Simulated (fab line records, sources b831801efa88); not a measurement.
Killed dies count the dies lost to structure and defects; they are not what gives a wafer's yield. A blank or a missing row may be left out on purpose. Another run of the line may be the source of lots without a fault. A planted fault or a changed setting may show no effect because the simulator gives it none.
fab line records	flow gf180mcu
record: lots: 15	wafers: 45	last-day: 34
route steps=602 shown STI@1 DNWELL@34 NWELL@53 LVPWELL@65 MVSD@77 VT_IMPLANT@121 HV_LDD@196
lots that met no fault: from a run of the same line without faults
start-h: the number of hours between the record's first day and the start of the first shown wafer of the lot	wait-h: hours from the lot's prior step to this one	" same as the row above	L1.1+2: a row that stands for several wafers	- value missing, or start not given	* or withheld: withheld	< > ~ a bound
route shown NAME@n: a module of which the file shows steps, and the number in the route of the first	usual: mean and standard deviation over wafers with no fault	same: alike in all rows	chamber/n: place in a boat	sites: per-site readings	_std_site: standard deviation across them	_edge_site: inner sites' mean taken away from outer sites' mean	radius-mm: for every site, how far away it sits from the centre of the wafer	mask NAME#n: copy n	behind: the most recent tool/chamber to have shaped the wafer	hold: what put the lot on hold/how long, in hours/how the hold closed	device: whichever transistor did not switch (one of n, p or np)	end of line: the route-end tests of the same wafers	step lacking rows: just its recipe	killed: at the first sort, the dies lost to defects and structure; wafer yield is something else	map: dies across one wafer; x = killed, . = not, _ = none there
set.NAME: the setting as run; set.NAME@STEP: as run at that earlier step	model.NAME: the simulator's own value behind a step, which no gauge read
steps of the route over a sample of lots; a table a step, a row a wafer
services: a tool's chamber out of use, with start hour (start-h, from the record's first day; less than 0 if before it), hours out, and reason
== steps ==
step: GF_STI_BOW_MEAS_00
recipe: mode: bow
usual: INCOMING_BOW: -1/7
lot.wafer	tool	chamber	start-h	wait-h	INCOMING_BOW[um]
L410.1	film-metro-03	-	10.00	-	-20
L410.5	"	-	"	"	3
L410.6	"	-	"	"	-8
L413.3	film-metro-03	-	25.04	-	-6
L413.4	"	-	"	"	2
L413.6	"	-	"	"	2
L416.4	film-metro-04	-	40.06	-	-3
L416.5	"	-	"	"	6
L416.6	"	-	"	"	-1
L418.4	film-metro-04	-	50.06	-	-9
L418.5	"	-	"	"	-6
L418.6	"	-	"	"	-2
L419.4	film-metro-02	-	55.06	-	10
L419.5	"	-	"	"	-14
L419.6	"	-	"	"	1
L420.1	film-metro-02	-	60.00	-	-6
L420.3	"	-	"	"	3
L420.4	"	-	"	"	3
L421.1	film-metro-04	-	65.00	-	0
L421.3	"	-	"	"	-1
L421.5	"	-	"	"	11
L423.3	film-metro-02	-	75.04	-	-11
L423.4	"	-	"	"	-3
L423.5	"	-	"	"	-6
L424.2	film-metro-02	-	80.02	-	8
L424.3	"	-	"	"	-6
L424.5	"	-	"	"	-3
L425.1	film-metro-03	-	85.00	-	-5
L425.2	"	-	"	"	-4
L425.3	"	-	"	"	-2
L426.1	film-metro-02	-	90.00	-	-10
L426.4	"	-	"	"	-11
L426.6	"	-	"	"	11
L429.3	film-metro-04	-	105.04	-	-6
L429.4	"	-	"	"	2
L429.6	"	-	"	"	-4
L430.1	film-metro-03	-	110.00	-	-1
L430.2	"	-	"	"	6
L430.4	"	-	"	"	-3
L431.2	film-metro-04	-	115.02	-	4
L431.5	"	-	"	"	12
L431.6	"	-	"	"	1
L432.3	film-metro-03	-	120.04	-	1
L432.4	"	-	"	"	-4
L432.6	"	-	"	"	11
step: GF_DNWELL_COAT_02
recipe: spin-rpm: 2000	resist-thk-nm: 3000
usual: chill-plate-temp-C: 22.98/0.098	dispense-pressure-kPa: 48/4.5
lot.wafer	tool	chamber	start-h	wait-h	chill-plate-temp-C	dispense-pressure-kPa
L410.1	litho-track-02	0	36.45	0.1	22.81	41
L410.5	"	0	"	"	23.10	41
L410.6	"	0	"	"	22.97	41
L413.3	litho-track-02	0	52.05	0.1	22.92	41
L413.4	"	0	"	"	22.99	41
L413.6	"	0	"	"	22.98	41
L416.4	litho-track-01	0	66.84	0.1	22.99	50
L416.5	"	0	"	"	22.81	50
L416.6	"	0	"	"	22.89	50
L418.4	litho-track-03	-	77.17	0.1	-	-
L418.5	"	-	"	"	-	-
L418.6	"	-	"	"	-	-
L419.4	litho-track-01	-	81.89	0.1	-	-
L419.5	"	-	"	"	-	-
L419.6	"	-	"	"	-	-
L420.1	litho-track-01	-	92.96	0.1	-	-
L420.3	"	-	"	"	-	-
L420.4	"	-	"	"	-	-
L421.1	litho-track-01	0	101.06	0.1	22.72	50
L421.3	"	0	"	"	22.95	50
L421.5	"	0	"	"	22.84	50
L423.3	litho-track-03	0	108.34	0.1	23.05	52
L423.4	"	0	"	"	22.93	52
L423.5	"	0	"	"	22.82	52
L424.2	litho-track-02	0	114.82	0.1	22.87	41
L424.3	"	0	"	"	22.97	41
L424.5	"	0	"	"	22.95	41
L425.1	litho-track-03	0	119.39	0.1	22.79	52
L425.2	"	0	"	"	22.85	52
L425.3	"	0	"	"	22.96	52
L426.1	litho-track-03	0	124.39	0.1	22.93	52
L426.4	"	0	"	"	23.03	52
L426.6	"	0	"	"	22.91	52
L429.3	litho-track-02	0	136.19	0.1	23.11	41
L429.4	"	0	"	"	22.99	41
L429.6	"	0	"	"	22.98	41
L430.1	litho-track-03	0	141.14	0.1	22.94	52
L430.2	"	0	"	"	23.09	52
L430.4	"	0	"	"	23.03	52
L431.2	litho-track-03	0	145.92	0.1	23.16	52
L431.5	"	0	"	"	23.19	52
L431.6	"	0	"	"	23.11	52
L432.3	litho-track-01	0	152.46	0.1	23.07	50
L432.4	"	0	"	"	22.99	50
L432.6	"	0	"	"	23.12	50
step: GF_NWELL_TW_MEAS_11
usual: NWELL_TW: 1577/19
lot.wafer	tool	chamber	start-h	wait-h	NWELL_TW
L410.1	film-metro-01	-	54.98	0.1	1606
L410.5	"	-	"	"	1602
L410.6	"	-	"	"	1600
L413.3	film-metro-03	-	72.50	0.1	1587
L413.4	"	-	"	"	1586
L413.6	"	-	"	"	1590
L416.4	film-metro-03	-	87.71	0.1	1591
L416.5	"	-	"	"	1589
L416.6	"	-	"	"	1589
L418.4	film-metro-04	-	97.06	0.1	1829
L418.5	"	-	"	"	1816
L418.6	"	-	"	"	1815
L419.4	film-metro-01	-	102.71	0.1	1850
L419.5	"	-	"	"	1856
L419.6	"	-	"	"	1841
L420.1	film-metro-04	-	114.48	0.1	1828
L420.3	"	-	"	"	1819
L420.4	"	-	"	"	1819
L421.1	film-metro-04	-	123.70	0.1	1531
L421.3	"	-	"	"	1546
L421.5	"	-	"	"	1549
L423.3	film-metro-03	-	131.70	0.1	1592
L423.4	"	-	"	"	1589
L423.5	"	-	"	"	1592
L424.2	film-metro-03	-	139.09	0.1	1591
L424.3	"	-	"	"	1593
L424.5	"	-	"	"	1585
L425.1	film-metro-01	-	142.70	0.1	1591
L425.2	"	-	"	"	1591
L425.3	"	-	"	"	1581
L426.1	film-metro-01	-	148.03	0.1	1586
L426.4	"	-	"	"	1587
L426.6	"	-	"	"	1586
L429.3	film-metro-04	-	160.25	0.1	1539
L429.4	"	-	"	"	1548
L429.6	"	-	"	"	1536
L430.1	film-metro-03	-	165.83	0.1	1587
L430.2	"	-	"	"	1582
L430.4	"	-	"	"	1586
L431.2	film-metro-03	-	170.25	0.1	1595
L431.5	"	-	"	"	1582
L431.6	"	-	"	"	1580
L432.3	film-metro-03	-	175.96	0.1	1599
L432.4	"	-	"	"	1592
L432.6	"	-	"	"	1590
step: GF_LVPWELL_TW_MEAS_11
usual: LVPWELL_TW: 561/6.6
lot.wafer	tool	chamber	start-h	wait-h	LVPWELL_TW
L410.1	film-metro-01	-	68.33	0.1	568
L410.5	"	-	"	"	566
L410.6	"	-	"	"	569
L413.3	film-metro-01	-	85.77	0.1	566
L413.4	"	-	"	"	565
L413.6	"	-	"	"	568
L416.4	film-metro-03	-	101.93	0.1	563
L416.5	"	-	"	"	564
L416.6	"	-	"	"	565
L418.4	film-metro-04	-	110.73	0.1	1361
L418.5	"	-	"	"	1360
L418.6	"	-	"	"	1366
L419.4	film-metro-03	-	117.63	0.1	1386
L419.5	"	-	"	"	1390
L419.6	"	-	"	"	1392
L420.1	film-metro-03	-	129.10	0.1	1386
L420.3	"	-	"	"	1384
L420.4	"	-	"	"	1382
L421.1	film-metro-04	-	139.80	0.1	544
L421.3	"	-	"	"	552
L421.5	"	-	"	"	547
L423.3	film-metro-03	-	148.00	0.1	566
L423.4	"	-	"	"	565
L423.5	"	-	"	"	565
L424.2	film-metro-03	-	154.99	0.1	566
L424.3	"	-	"	"	566
L424.5	"	-	"	"	566
L425.1	film-metro-03	-	158.45	0.1	570
L425.2	"	-	"	"	565
L425.3	"	-	"	"	566
L426.1	film-metro-03	-	164.58	0.1	569
L426.4	"	-	"	"	568
L426.6	"	-	"	"	564
L429.3	film-metro-03	-	175.72	0.1	566
L429.4	"	-	"	"	563
L429.6	"	-	"	"	564
L430.1	film-metro-01	-	181.64	0.1	562
L430.2	"	-	"	"	562
L430.4	"	-	"	"	562
L431.2	film-metro-03	-	186.56	0.1	565
L431.5	"	-	"	"	566
L431.6	"	-	"	"	567
L432.3	film-metro-03	-	192.80	0.1	564
L432.4	"	-	"	"	563
L432.6	"	-	"	"	564
step: GF_MVSD_TW_MEAS_11
usual: MVSD_TW: 1582/18
lot.wafer	tool	chamber	start-h	wait-h	MVSD_TW
L410.1	film-metro-03	-	82.15	0.1	1594
L410.5	"	-	"	"	1589
L410.6	"	-	"	"	1596
L413.3	film-metro-04	-	99.52	0.1	1554
L413.4	"	-	"	"	1551
L413.6	"	-	"	"	1555
L416.4	film-metro-03	-	116.31	0.1	1599
L416.5	"	-	"	"	1595
L416.6	"	-	"	"	1597
L418.4	film-metro-03	-	126.58	0.1	1864
L418.5	"	-	"	"	1868
L418.6	"	-	"	"	1861
L419.4	film-metro-01	-	133.08	0.1	1862
L419.5	"	-	"	"	1858
L419.6	"	-	"	"	1863
L420.1	film-metro-01	-	144.90	0.1	1854
L420.3	"	-	"	"	1837
L420.4	"	-	"	"	1856
L421.1	film-metro-03	-	155.60	0.1	1600
L421.3	"	-	"	"	1603
L421.5	"	-	"	"	1594
L423.3	film-metro-04	-	164.71	0.1	1551
L423.4	"	-	"	"	1546
L423.5	"	-	"	"	1543
L424.2	film-metro-03	-	170.90	0.1	1597
L424.3	"	-	"	"	1604
L424.5	"	-	"	"	1593
L425.1	film-metro-04	-	174.69	0.1	1561
L425.2	"	-	"	"	1554
L425.3	"	-	"	"	1568
L426.1	film-metro-03	-	179.95	0.1	1595
L426.4	"	-	"	"	1600
L426.6	"	-	"	"	1603
L429.3	film-metro-03	-	192.96	0.1	1593
L429.4	"	-	"	"	1591
L429.6	"	-	"	"	1594
L430.1	film-metro-03	-	199.08	0.1	1588
L430.2	"	-	"	"	1592
L430.4	"	-	"	"	1588
L431.2	film-metro-03	-	203.30	0.1	1581
L431.5	"	-	"	"	1593
L431.6	"	-	"	"	1589
L432.3	film-metro-01	-	209.61	0.1	1593
L432.4	"	-	"	"	1602
L432.6	"	-	"	"	1595
step: GF_VT_IMPLANT_STRIP_31
recipe: chemistry: O2/N2	power-w: 1400	pressure-mtorr: 1500	platen-temp-c: 250	o2-flow-sccm: 3000	n2-flow-sccm: 300	overash-fraction: 0.5
usual: drypump-motor-current-A: 6.0/0.41	heater-power-w: 358/37	oes-product-au: 0.716/0.0043	strip-time-to-endpoint-s: 12.72/0.037
lot.wafer	tool	chamber	start-h	wait-h	drypump-motor-current-A	heater-power-w	oes-product-au	rf-hours-counter-h	strip-time-to-endpoint-s
L410.1	plasma-asher-04	0	140.18	0.1	6.1	308	0.705	51	12.70
L410.5	"	1	"	"	6.2	330	0.721	-	12.71
L410.6	"	0	"	"	6.1	316	0.713	-	12.72
L413.3	plasma-asher-02	1	159.21	0.1	6.5	410	0.716	-	12.72
L413.4	"	0	"	"	6.0	393	0.718	-	12.72
L413.6	"	1	"	"	6.5	398	0.713	-	12.73
L416.4	plasma-asher-04	0	178.78	0.1	6.1	313	0.711	-	12.64
L416.5	"	1	"	"	6.3	339	0.715	-	12.66
L416.6	"	0	"	"	6.1	307	0.719	-	12.66
L418.4	plasma-asher-04	0	191.91	0.1	6.1	307	0.721	-	12.73
L418.5	"	1	"	"	6.2	331	0.718	-	12.73
L418.6	"	0	"	"	6.1	315	0.711	-	12.71
L419.4	plasma-asher-04	0	198.91	0.1	6.1	304	0.722	-	12.66
L419.5	"	0	"	"	6.1	308	0.717	-	12.68
L419.6	"	1	"	"	6.2	326	0.716	-	12.70
L420.1	plasma-asher-03	1	210.24	0.1	6.1	329	0.709	53	12.75
L420.3	"	0	"	"	5.2	362	0.718	-	12.68
L420.4	"	1	"	"	6.1	334	0.718	-	12.72
L421.1	plasma-asher-02	0	221.84	0.1	6.0	396	0.715	11	12.76
L421.3	"	1	"	"	6.6	411	0.710	-	12.77
L421.5	"	0	"	"	6.0	400	0.718	-	12.74
L423.3	plasma-asher-03	0	232.86	0.1	5.2	352	0.718	-	12.67
L423.4	"	1	"	"	6.1	323	0.715	-	12.73
L423.5	"	1	"	"	6.1	349	0.715	-	12.70
L424.2	plasma-asher-03	0	238.49	0.1	5.2	357	0.717	56	12.69
L424.3	"	0	"	"	5.1	366	0.717	-	12.67
L424.5	"	1	"	"	6.1	326	0.712	-	12.67
L425.1	plasma-asher-04	1	243.79	0.1	6.2	326	0.719	62	12.73
L425.2	"	0	"	"	6.1	311	0.710	62	12.67
L425.3	"	1	"	"	6.2	333	0.721	-	12.71
L426.1	plasma-asher-02	0	250.14	0.1	6.0	393	0.726	14	12.70
L426.4	"	1	"	"	6.5	413	0.711	-	12.76
L426.6	"	1	"	"	6.5	416	0.714	-	12.73
L429.3	plasma-asher-03	1	264.71	0.1	6.1	326	0.723	-	12.70
L429.4	"	0	"	"	5.2	359	0.716	-	12.68
L429.6	"	0	"	"	5.1	366	0.724	-	12.72
L430.1	plasma-asher-03	0	272.23	0.1	5.2	356	0.713	60	12.65
L430.2	"	1	"	"	6.1	332	0.719	60	12.69
L430.4	"	1	"	"	6.1	335	0.721	-	12.68
L431.2	plasma-asher-02	0	275.63	0.1	6.0	388	0.720	17	12.67
L431.5	"	0	"	"	6.0	397	0.715	-	12.70
L431.6	"	1	"	"	6.5	406	0.711	-	12.69
L432.3	plasma-asher-02	0	284.16	0.1	6.0	401	0.711	-	12.76
L432.4	"	1	"	"	6.6	395	0.718	-	12.77
L432.6	"	1	"	"	6.6	408	0.715	-	12.78
step: GF_HV_LDD_OVL_MEAS_20
usual: HV_LDD_01_OVL: -0.6/1.3
lot.wafer	tool	chamber	start-h	wait-h	HV_LDD_01_OVL[nm]
L410.1	overlay-01	-	234.31	0.1	-1.3
L410.5	"	-	"	"	-2.1
L410.6	"	-	"	"	-0.4
L413.3	overlay-01	-	251.92	0.1	0.6
L413.4	"	-	"	"	0.0
L413.6	"	-	"	"	-0.3
L416.4	overlay-01	-	278.75	0.1	0.6
L416.5	"	-	"	"	-0.1
L416.6	"	-	"	"	0.5
L418.4	overlay-02	-	295.73	0.1	0.0
L418.5	"	-	"	"	0.9
L418.6	"	-	"	"	1.1
L419.4	overlay-01	-	300.84	0.1	-1.3
L419.5	"	-	"	"	-1.8
L419.6	"	-	"	"	-2.8
L420.1	overlay-01	-	313.83	0.1	1.5
L420.3	"	-	"	"	0.3
L420.4	"	-	"	"	0.2
L421.1	overlay-02	-	328.36	0.1	0.2
L421.3	"	-	"	"	0.0
L421.5	"	-	"	"	-2.8
L423.3	overlay-02	-	342.44	0.1	0.0
L423.4	"	-	"	"	-0.5
L423.5	"	-	"	"	-1.0
L424.2	overlay-02	-	346.56	0.1	-0.3
L424.3	"	-	"	"	-1.0
L424.5	"	-	"	"	-1.4
L425.1	overlay-01	-	356.51	0.1	-2.7
L425.2	"	-	"	"	-2.0
L425.3	"	-	"	"	-3.0
L426.1	overlay-02	-	360.81	0.1	-1.2
L426.4	"	-	"	"	-2.6
L426.6	"	-	"	"	-1.0
L429.3	overlay-01	-	377.07	0.1	-2.6
L429.4	"	-	"	"	-1.8
L429.6	"	-	"	"	-2.8
L430.1	overlay-01	-	385.46	0.1	0.6
L430.2	"	-	"	"	-0.3
L430.4	"	-	"	"	0.8
L431.2	overlay-01	-	391.38	0.1	-1.0
L431.5	"	-	"	"	0.5
L431.6	"	-	"	"	-2.1
L432.3	overlay-01	-	400.44	0.1	-1.1
L432.4	"	-	"	"	-1.1
L432.6	"	-	"	"	-1.9
== services ==
tool	chamber	start-h	hours	kind
plasma-asher-02	-	34.76	3.8	repair
plasma-asher-02	-	43.35	0.5	repair
plasma-asher-02	-	45.35	1.0	repair
plasma-asher-02	-	108.75	9.0	pm
plasma-asher-02	0	108.75	9.0	vent-cycle
plasma-asher-02	1	108.75	9.0	vent-cycle
plasma-asher-02	0	117.75	-	clean
plasma-asher-02	1	117.75	-	clean
plasma-asher-03	-	133.18	3.0	repair
plasma-asher-02	-	169.18	1.9	repair
plasma-asher-04	-	229.64	2.8	pm
plasma-asher-02	-	279.03	0.8	repair
== key ==
first-sign: step: GF_DNWELL_COAT_02	reading: tool-record	direction: missing
effect: step: GF_NWELL_TW_MEAS_11	reading: NWELL_TW	direction: up	sigmas: 13	usual: 1577	struck: 1830
effect: step: GF_LVPWELL_TW_MEAS_11	reading: LVPWELL_TW	direction: up	sigmas: 99+	usual: 561	struck: 1379
effect: step: GF_MVSD_TW_MEAS_11	reading: MVSD_TW	direction: up	sigmas: 15	usual: 1582	struck: 1858
met-at GF_DNWELL_COAT_02
struck-lots L418,L419,L420
rows-end L419.4,L419.5,L419.6
sort-left-out L418.4,L418.5,L418.6,L420.1,L420.3,L420.4
tester-left-out L418,L420
not-acting-at GF_STI_BOW_MEAS_00,GF_VT_IMPLANT_STRIP_31,GF_HV_LDD_OVL_MEAS_20
onset-between 66.84 77.17
fault: kind: skipped-step-whole	tool: litho-track-01,litho-track-03	chamber: -	onset-h: 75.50	steps: GF_DNWELL_COAT_02	scope: struck-lots-only
tester-left-out: of these lots the tester's yield and bins aren't shown, on N5 and GAA mostly nor the transistor test; their killed dies are dies lost to structure and defects alone, not to doping, threshold or leakage, so they don't give the yield
sort-left-out: the simulated sort isn't trusted on such a fault, so these wafers' sort isn't shown, and their yield isn't known
rows-end: these wafers met a further fault down the route, and their rows from its step on are left out
